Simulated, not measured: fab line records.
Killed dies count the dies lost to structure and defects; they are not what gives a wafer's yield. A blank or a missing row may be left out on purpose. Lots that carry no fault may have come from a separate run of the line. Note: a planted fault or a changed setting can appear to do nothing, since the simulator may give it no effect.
The tool behind it: which one?	flow sky130	14 lots, 42 wafers sampled, at 5 steps of a route of 708

== WHAT THE GAUGES SHOWED, per wafer ==
The record lacks any reading of a measuring or inspecting step that a usual standard deviation could be used to judge.

== WHICH TOOL RAN EACH LOT (tool, then ch and the chambers of the sampled wafers, then the start) ==
lot	SKY_FIELD_ISO_WET_ETCH_18	SKY_METAL4_SPUTTER_03	SKY_VIA4_SPUTTER_17	SKY_METAL5_SPUTTER_00	SKY_PAD_OPEN_PROBE_99
L925	wet_bench-04 ch 0, day 2 10:45	pvd_sputter-04, day 39 18:00	pvd_sputter-01, day 42 20:59	pvd_sputter-03, day 42 21:40	-
L924	wet_bench-02 ch 2, day 2 10:53	pvd_sputter-03, day 39 17:12	pvd_sputter-01, day 42 20:29	pvd_sputter-04, day 42 21:19	-
L926	wet_bench-04 ch 1, day 2 15:00	pvd_sputter-03, day 39 22:52	pvd_sputter-01, day 43 00:05	pvd_sputter-01, day 43 00:56	-
L927	wet_bench-04 ch 3, day 2 20:00	pvd_sputter-03, day 40 17:05	pvd_sputter-03, day 43 19:31	pvd_sputter-04, day 43 21:14	-
L929	wet_bench-01 ch 3, day 3 05:23	pvd_sputter-02, day 41 07:14	pvd_sputter-01, day 44 06:21	pvd_sputter-04, day 44 07:02	-
L931	wet_bench-04 ch 0, day 3 20:11	pvd_sputter-02, day 41 21:40	pvd_sputter-01, day 44 23:19	pvd_sputter-04, day 45 00:00	-
L932	wet_bench-02 ch 2, day 4 02:32	pvd_sputter-02, day 42 04:21	pvd_sputter-02, day 45 03:25	pvd_sputter-03, day 45 04:07	-
L933	wet_bench-02 ch 1, day 4 07:03	pvd_sputter-03, day 42 16:51	pvd_sputter-03, day 45 14:16	pvd_sputter-01, day 45 14:57	-
L939	wet_bench-01 ch 2, day 5 15:02	pvd_sputter-02, day 44 09:52	pvd_sputter-02, day 47 04:21	pvd_sputter-01, day 47 05:02	-
L941	wet_bench-02 ch 3, day 6 00:53	pvd_sputter-04, day 44 20:14	pvd_sputter-02, day 47 13:27	pvd_sputter-04, day 47 14:08	prober-02, day 49 23:49
L942	wet_bench-02 ch 0, day 6 06:53	pvd_sputter-02, day 44 22:59	pvd_sputter-03, day 47 14:55	pvd_sputter-03, day 47 15:36	prober-01, day 50 02:10
L943	wet_bench-01 ch 1, day 6 11:07	pvd_sputter-03, day 45 05:47	pvd_sputter-01, day 47 21:46	pvd_sputter-03, day 47 22:28	-
L944	wet_bench-04 ch 1, day 6 15:27	pvd_sputter-02, day 45 14:18	pvd_sputter-02, day 48 04:12	pvd_sputter-03, day 48 04:53	-
L945	wet_bench-04 ch 3, day 6 17:38	pvd_sputter-04, day 45 08:05	pvd_sputter-01, day 47 23:00	pvd_sputter-01, day 47 23:41	-
- SKY_FIELD_ISO_WET_ETCH_18: etches Si3N4 in H3PO4, target depth 25 nm, time 286 s.
- SKY_METAL4_SPUTTER_03: material Ti, target thk 5 nm, time 3.3 s.
- SKY_VIA4_SPUTTER_17: material TiN, target thk 20 nm, time 80 s.
- SKY_METAL5_SPUTTER_00: material Ti, target thk 15 nm, time 10 s.
- SKY_PAD_OPEN_PROBE_99

== WHAT THE TOOLS THEMSELVES READ (means of the sampled wafers that have a number; where no wafer has one, the mark that the record gives instead) ==
SKY_METAL4_SPUTTER_03.
lot	tool	throttle_valve_pct (%)
L925	pvd_sputter-04	30.9
L924	pvd_sputter-03	30.2
L926	pvd_sputter-03	30.2
L927	pvd_sputter-03	30.0
L929	pvd_sputter-02	29.5
L931	pvd_sputter-02	30.2
L932	pvd_sputter-02	29.3
L933	pvd_sputter-03	30.6
L939	pvd_sputter-02	29.5
L941	pvd_sputter-04	30.3
L942	pvd_sputter-02	29.0
L943	pvd_sputter-03	30.5
L944	pvd_sputter-02	29.6
L945	pvd_sputter-04	30.3

SKY_VIA4_SPUTTER_17.
lot	tool	throttle_valve_pct (%)
L925	pvd_sputter-01	30.7
L924	pvd_sputter-01	31.0
L926	pvd_sputter-01	29.4
L927	pvd_sputter-03	30.3
L929	pvd_sputter-01	29.8
L931	pvd_sputter-01	29.8
L932	pvd_sputter-02	29.0
L933	pvd_sputter-03	30.5
L939	pvd_sputter-02	29.0
L941	pvd_sputter-02	29.0
L942	pvd_sputter-03	30.0
L943	pvd_sputter-01	30.1
L944	pvd_sputter-02	28.8
L945	pvd_sputter-01	31.3

SKY_METAL5_SPUTTER_00.
lot	tool	throttle_valve_pct (%)
L925	pvd_sputter-03	30.4
L924	pvd_sputter-04	30.2
L926	pvd_sputter-01	31.2
L927	pvd_sputter-04	30.5
L929	pvd_sputter-04	30.5
L931	pvd_sputter-04	30.6
L932	pvd_sputter-03	30.6
L933	pvd_sputter-01	30.1
L939	pvd_sputter-01	30.3
L941	pvd_sputter-04	30.4
L942	pvd_sputter-03	30.7
L943	pvd_sputter-03	30.0
L944	pvd_sputter-03	29.9
L945	pvd_sputter-01	30.4

SKY_PAD_OPEN_PROBE_99.
lot	tool	killed_at_M0_to_M3	killed_at_M4_up	killed_at_contacts	killed_at_front_end	killed_at_other	killed_dies	killed_open	killed_short
L941	prober-02	41	2.3	23	81	0.0	147	46	31
L942	prober-01	36	3.0	19	69	1.0	129	42	35

== THE ANSWER, worked out from the rows above alone ==
Rule: the lots themselves supply what counts as usual. Put in order of their means at a reading, lots are off if they are a third of the lots or fewer, leave a main group of 4 or more, and stand apart from it by a gap of 3 or more times the standard deviation of the main group's means; of several such gaps the widest counts. A main group whose means are all the same, to the digits that the tables above print for the reading, isn't used. Also off: a lot with no number at a reading for which 4 or more lots have one. Any other lot the step has rows for is counted as sound. The gauges are gone through in route order, then the tools' own readings, and for those a lot's mean is taken as printed above. At the first step where some lot is off, the reading lying furthest off is the one used; lots without a number count as furthest.
Nothing can be told from this: no lot is off at any reading shown.

== WHAT THE SIMULATOR HAD INSERTED ==
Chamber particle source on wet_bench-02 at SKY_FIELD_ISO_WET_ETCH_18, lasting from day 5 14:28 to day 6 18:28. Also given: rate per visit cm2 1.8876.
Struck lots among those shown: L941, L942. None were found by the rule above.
